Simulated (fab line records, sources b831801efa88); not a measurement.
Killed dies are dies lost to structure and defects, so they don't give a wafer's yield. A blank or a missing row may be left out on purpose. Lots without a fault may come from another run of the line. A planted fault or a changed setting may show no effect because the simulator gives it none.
Problem report in the 8D (eight disciplines) form, filled by code | flow gf180mcu | the parts of the form that need people (team, actions taken, sign-off) are left out

1. THE PROBLEM
run_length_s at GF_HV_LDD_SOFTBAKE_03 reads a mean of 104.53 s on 6 wafers of 2 lots; wafers without a fault read 89.03 s with a standard deviation of 0.19. That is +82 standard deviations from the usual mean.
The step: time 60 s.
First seen on wafer L540.1, day 15 05:13, on litho_track-01. The record holds 42 wafers of 14 lots with a number at this step. Rule for "out", or "out of limits": more than 4 standard deviations from the usual mean. The other wafers with a number count as sound.

2. WHAT IT IS AND WHAT IT IS NOT
question                    | is                     | is not
which readings at this step | run_length_s           | -
which lots                  | L540, L542             | L523, L524, L526, L527, L531, L532, L534, L535, L536, L537, L538, L539
which wafers of those lots  | all that have a number | -
read on which tools         | litho_track-01         | litho_track-03, litho_track-04
when                        | from day 15 05:13      | up to then (36 sound wafers)

3. SUSPECTS, AND WHAT RULES EACH OUT
Counting: a tool at a process step up to the reading stays a suspect if it ran every lot that is out and no sound lot after the first of them.
- litho_track-01 at GF_HV_LDD_SOFTBAKE_03 (time 60 s): kept. It ran every lot that is out, first L540 (day 15 05:13), and no sound lot after that; its last sound lot up to then is L535 (day 13 16:53). Its own readings are out on those wafers: run_length_s.
Left after counting: litho_track-01 at GF_HV_LDD_SOFTBAKE_03.

4. THE CAUSE (what the simulator had put in)
Process parameter drift: litho_track-01, from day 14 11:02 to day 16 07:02, at GF_HV_LDD_SOFTBAKE_03. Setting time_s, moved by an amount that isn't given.
Counting left only this tool.

5. THE CHAIN OF EFFECTS, in route order
Each row: a reading whose mean over the struck wafers that have a number lies more than 3 standard deviations from the usual. Only readings for which the record gives a usual standard deviation are gone through. hours: the time from each lot's start at the first step in this table that gives one to its start at this step, as a median over the lots. sigmas: the change in usual standard deviations.
hours | step                  | reading      | usual   | on struck wafers | change | sigmas
0     | GF_HV_LDD_SOFTBAKE_03 | run_length_s | 89.03 s | 104.53           | +15.50 | +82
The process steps in it:
- GF_HV_LDD_SOFTBAKE_03: time 60 s.
Later measuring or inspecting steps at which every struck wafer that the step has a row for has a number for every such reading, and none has moved that far: GF_HV_LDD_CD_MEAS_19, GF_HV_LDD_OVL_MEAS_20.

6. WHAT WOULD HAVE CAUGHT IT SOONER
In this record the first reading out of limits was taken at day 15 05:13, 18 hours after the fault began at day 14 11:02.
